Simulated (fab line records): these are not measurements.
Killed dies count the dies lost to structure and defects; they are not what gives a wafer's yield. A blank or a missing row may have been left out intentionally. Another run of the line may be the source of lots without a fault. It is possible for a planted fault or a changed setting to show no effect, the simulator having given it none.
Matching of chambers + flow gf180mcu + hdpcvd-01 running GF_V4_CVD_00: 3 sister chambers
The step deposits SiO2, target thk 600 nm, time 100 s. 6 wafers are shown with their chamber, then 10 later ones without.

## EACH WAFER AND ITS CHAMBER
| wafer  | chamber | susceptorTempC (C) |
|--------|---------|--------------------|
| L763.6 | 2       | 399.76             |
| L764.1 | 0       | 399.75             |
| L764.5 | 1       | 399.76             |
| L764.6 | 2       | 399.93             |
| L766.2 | 1       | 399.85             |
| L766.3 | 0       | 400.13             |

## WAFERS WHOSE CHAMBER IS MISSING
| wafer  | susceptorTempC (C) |
|--------|--------------------|
| L766.4 | 399.88             |
| L769.1 | 400.02             |
| L769.2 | 400.04             |
| L769.3 | 399.96             |
| L772.1 | 400.12             |
| L772.2 | 399.86             |
| L772.6 | 399.94             |
| L776.2 | 400.59             |
| L776.3 | 399.97             |
| L776.5 | 399.72             |

## WHICH CHAMBER EACH ONE RAN IN
| wafer  | from the rows above          | in truth |
|--------|------------------------------|----------|
| L766.4 | can't be placed: 2 or 0 or 1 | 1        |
| L769.1 | can't be placed: 0 or 2 or 1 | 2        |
| L769.2 | can't be placed: 0 or 2 or 1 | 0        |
| L769.3 | can't be placed: 0 or 2 or 1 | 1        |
| L772.1 | can't be placed: 0 or 2 or 1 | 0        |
| L772.2 | can't be placed: 2 or 1 or 0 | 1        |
| L772.6 | can't be placed: 0 or 2 or 1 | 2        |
| L776.2 | can't be placed: 0 or 2 or 1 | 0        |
| L776.3 | can't be placed: 0 or 2 or 1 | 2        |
| L776.5 | can't be placed: 1 or 2 or 0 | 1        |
0 of 10 placed correctly. Can't be placed from these rows: 10 (the true chamber is among the candidates in 10). Placed wrongly: 0.
How it was worked out, from the rows above alone: a wafer's distance from a chamber is the root of the sum, over the readings, of the square of ((its reading less the chamber's mean) divided by the reading's scatter). If the next closest chamber is less than 2 further off than the closest, the wafer can't be placed; otherwise it belongs to the closest. For every chamber, the mean is computed from those of its wafers that are shown. The scatter is the square root of a quotient: the sum, over the shown wafers, of each reading's squared deviation from its chamber's mean, divided by wafers minus chambers.
